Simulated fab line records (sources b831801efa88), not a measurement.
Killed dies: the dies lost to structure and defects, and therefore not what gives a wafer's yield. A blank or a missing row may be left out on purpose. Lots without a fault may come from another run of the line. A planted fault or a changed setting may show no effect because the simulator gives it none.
One fault through the eyes of 2 desks / flow gf180mcu / numbers are kept per desk, each desk with only its own; the story behind them comes last

## AT THE TOOL OWNER'S DESK: rie-diel-01
The tool's own readings at GF_V3_ETCH_16 (etches BARC in N2/H2): means of the sampled wafers that have a number, for each lot that ran on this tool. Marked OUT: a lot whose mean sits more than 4 standard deviations from the usual mean, which makes it out of limits; the brackets give that distance.
Columns: A = drypump-motor-current-A at GF_V3_ETCH_16, usual 5.9 A; B = oes-product-au at GF_V3_ETCH_16, usual 0.854 a.u.; C = rf-fwd-power-W at GF_V3_ETCH_16, usual 493.9 W; D = throttle-valve-pct at GF_V3_ETCH_16, usual 13.224 %
lot=L523; first seen here=day 23 05:07; A=6.1; B=0.860; C=494.4; D=13.222
lot=L525; first seen here=day 24 06:36; A=6.3; B=0.856; C=495.7; D=13.227
lot=L527; first seen here=day 24 18:57; A=6.2; B=0.857; C=414.6 (-30) OUT; D=13.215
lot=L528; first seen here=day 25 05:03; A=6.3; B=0.855; C=416.4 (-30) OUT; D=13.220
lot=L537; first seen here=day 28 11:51; A=6.1; B=0.853; C=494.4; D=13.228
lot=L543; first seen here=day 29 17:42; A=6.5; B=0.855; C=495.8; D=13.218
This desk's verdict: out of limits on L527, L528, starting with L527 at day 24 18:57 (rf-fwd-power-W at GF_V3_ETCH_16). L523, L525, L537, L543: within limits.

## FROM THE METROLOGY DESK
What the gauges read for every lot (on any tool): the sampled wafers with a number, averaged. Marked OUT: a lot whose mean sits more than 4 standard deviations from the usual mean, which makes it out of limits; the brackets give that distance.
Columns: A = M3_ALCU_RS at GF_M3_RS_MEAS_05, usual 0.0697 ohm/sq
lot=L523; first seen here=day 21 05:15; A=0.0695
lot=L525; first seen here=day 22 07:56; A=0.0697
lot=L527; first seen here=day 22 20:51; A=0.0699
lot=L528; first seen here=day 23 08:23; A=0.0707
lot=L535; first seen here=day 26 00:32; A=0.0697
lot=L536; first seen here=day 26 10:39; A=0.0695
lot=L537; first seen here=day 26 18:59; A=0.0689
lot=L538; first seen here=day 26 20:09; A=0.0690
lot=L539; first seen here=day 26 21:45; A=0.0690
lot=L540; first seen here=day 27 06:20; A=0.0696
lot=L541; first seen here=day 27 13:38; A=0.0699
lot=L542; first seen here=day 27 23:30; A=0.0697
lot=L543; first seen here=day 28 02:36; A=0.0698
This desk found nothing out of limits on any of the 13 lots.

## TAKEN TOGETHER
On L527, L528, at day 24 18:57, an alarm was possible from the tool owner's desk.
Metrology desk: nothing out of limits seen.
The metrology desk holds a record of L527, L528, inside its limits.
Every lot named ran GF_V3_ETCH_16 on rie-diel-01.

## WHAT WAS PUT IN BY THE SIMULATOR
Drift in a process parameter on rie-diel-01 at GF_V3_ETCH_16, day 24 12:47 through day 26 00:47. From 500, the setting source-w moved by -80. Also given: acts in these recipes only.
Lots struck among those shown: L527, L528.
Delay in hours, fault start to first out-of-limits reading, by desk: the tool owner's desk at 6.
